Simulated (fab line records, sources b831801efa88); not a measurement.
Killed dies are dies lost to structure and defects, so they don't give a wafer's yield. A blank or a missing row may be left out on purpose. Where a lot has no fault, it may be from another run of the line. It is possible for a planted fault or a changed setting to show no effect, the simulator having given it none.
Commonality check across tools + flow gf180mcu + 36 wafers sampled across 12 lots

== REASON IT WAS OPENED ==
At GF_PSD_RS_MEAS_14 the reading NSD_RS is flagged on 3 of 12 lots. Wafers without a fault read 46.09 ohm/sq, standard deviation 0.084.
Rule: a lot is flagged in two cases, either no wafer of it has a number, or all its wafers with numbers fall more than 4 standard deviations from that mean. As for the other lots, they are considered sound.

| lot  | measured     | on            | NSD_RS (ohm/sq), wafer by wafer | flag    |
|------|--------------|---------------|---------------------------------|---------|
| L444 | day 14 16:47 | film_metro-03 | 46.23 46.15 46.17               |         |
| L445 | day 15 05:05 | film_metro-04 | 46.12 46.12 46.16               |         |
| L447 | day 15 16:58 | film_metro-04 | 46.09 46.10 46.11               |         |
| L448 | day 15 23:24 | film_metro-02 | 46.01 45.95 46.04               |         |
| L449 | day 16 09:55 | film_metro-02 | 46.03 45.97 46.00               |         |
| L451 | day 17 07:55 | film_metro-04 | 46.21 46.08 46.13               |         |
| L452 | day 17 15:21 | film_metro-02 | 46.04 46.14 46.08               |         |
| L453 | day 17 19:04 | film_metro-02 | 46.13 46.36 46.20               |         |
| L455 | day 18 16:06 | film_metro-03 | 46.08 45.99 46.08               |         |
| L462 | day 21 08:40 | film_metro-03 | 43.94 44.03 43.99               | FLAGGED |
| L464 | day 21 13:03 | film_metro-04 | 43.93 43.93 43.95               | FLAGGED |
| L463 | day 21 17:00 | film_metro-03 | 43.95 44.06 43.97               | FLAGGED |
The mean of the flagged lots' numbers is 43.97 ohm/sq, -2.12 ohm/sq from the usual (-25 standard deviations).

== WHICH TOOL EACH LOT WENT THROUGH ==
Before the reading, the record contains 2 process steps out of a 602-step route. Each cell gives the tool, then ch followed by the chambers the sampled wafers passed through, then the start.
| lot  | flag    | GF_HV_LDD_STRIP_37                   | GF_PSD_RTA_13                    |
|------|---------|--------------------------------------|----------------------------------|
| L444 |         | plasma_asher-03 ch 0, day 12 00:22   | rtp_anneal-02 ch 0, day 14 16:41 |
| L445 |         | plasma_asher-01 ch 1, day 12 10:28   | rtp_anneal-01 ch 0, day 15 04:59 |
| L447 |         | plasma_asher-01 ch 0,1, day 12 23:19 | rtp_anneal-02 ch 0, day 15 16:52 |
| L448 |         | plasma_asher-03 ch 0,1, day 13 04:20 | rtp_anneal-01 ch 0, day 15 23:18 |
| L449 |         | plasma_asher-01 ch 0,1, day 13 12:39 | rtp_anneal-01 ch 0, day 16 09:49 |
| L451 |         | plasma_asher-03 ch 0,1, day 14 08:48 | rtp_anneal-02 ch 0, day 17 07:50 |
| L452 |         | plasma_asher-01 ch 0,1, day 14 15:57 | rtp_anneal-01 ch 0, day 17 15:13 |
| L453 |         | plasma_asher-02 ch 0, day 14 20:52   | rtp_anneal-02 ch 0, day 17 18:59 |
| L455 |         | plasma_asher-03 ch 0,1, day 15 16:07 | rtp_anneal-01 ch 0, day 18 16:01 |
| L462 | FLAGGED | plasma_asher-03 ch 0,1, day 18 03:28 | rtp_anneal-02 ch 0, day 21 08:34 |
| L464 | FLAGGED | plasma_asher-02 ch 0,1, day 18 08:09 | rtp_anneal-02 ch 0, day 21 12:58 |
| L463 | FLAGGED | plasma_asher-01 ch 0,1, day 18 11:55 | rtp_anneal-02 ch 0, day 21 16:55 |
What these steps do:
- GF_HV_LDD_STRIP_37: strips in O2/N2.
- GF_PSD_RTA_13: time 20 s.
- GF_PSD_RS_MEAS_14: measures by four-point-probe.

== FLAGGED AGAINST TOTAL, ONE TOOL AT A TIME (gauges that did the reading follow at the end) ==
| step               | tool            | lots run | flagged | share of the flagged lots | sound lots run after its first flagged lot |
|--------------------|-----------------|----------|---------|---------------------------|--------------------------------------------|
| GF_HV_LDD_STRIP_37 | plasma_asher-01 | 5        | 1       | some                      | 0                                          |
| GF_HV_LDD_STRIP_37 | plasma_asher-02 | 2        | 1       | some                      | 0                                          |
| GF_HV_LDD_STRIP_37 | plasma_asher-03 | 5        | 1       | some                      | 0                                          |
| GF_PSD_RTA_13      | rtp_anneal-01   | 5        | 0       | none                      | -                                          |
| GF_PSD_RTA_13      | rtp_anneal-02   | 7        | 3       | all                       | 0                                          |
| GF_PSD_RS_MEAS_14  | film_metro-02   | 4        | 0       | none                      | -                                          |
| GF_PSD_RS_MEAS_14  | film_metro-03   | 4        | 2       | some                      | 0                                          |
| GF_PSD_RS_MEAS_14  | film_metro-04   | 4        | 1       | some                      | 0                                          |

== THE TABLE: WHAT IT ALLOWS ==
Rows of the table that ran each flagged lot: 1, that is rtp_anneal-02 at GF_PSD_RTA_13.
- rtp_anneal-02 at GF_PSD_RTA_13 ran 7 lots, 3 of them flagged. Its last sound lot is L453 (day 17 18:59), its first flagged lot L462 (day 21 08:34): a fault that began between those two fits. Its own readings (run_length_s) fall more than 4 standard deviations out on all wafers of the flagged lots.
rtp_anneal-02 at GF_PSD_RTA_13 is the single tool remaining.

== WHAT THE SIMULATOR HAD PUT IN ==
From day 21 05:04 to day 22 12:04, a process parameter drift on rtp_anneal-02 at GF_PSD_RTA_13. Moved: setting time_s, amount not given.
Shown lots that were struck: L462, L464, L463. Same finding as the rule above.
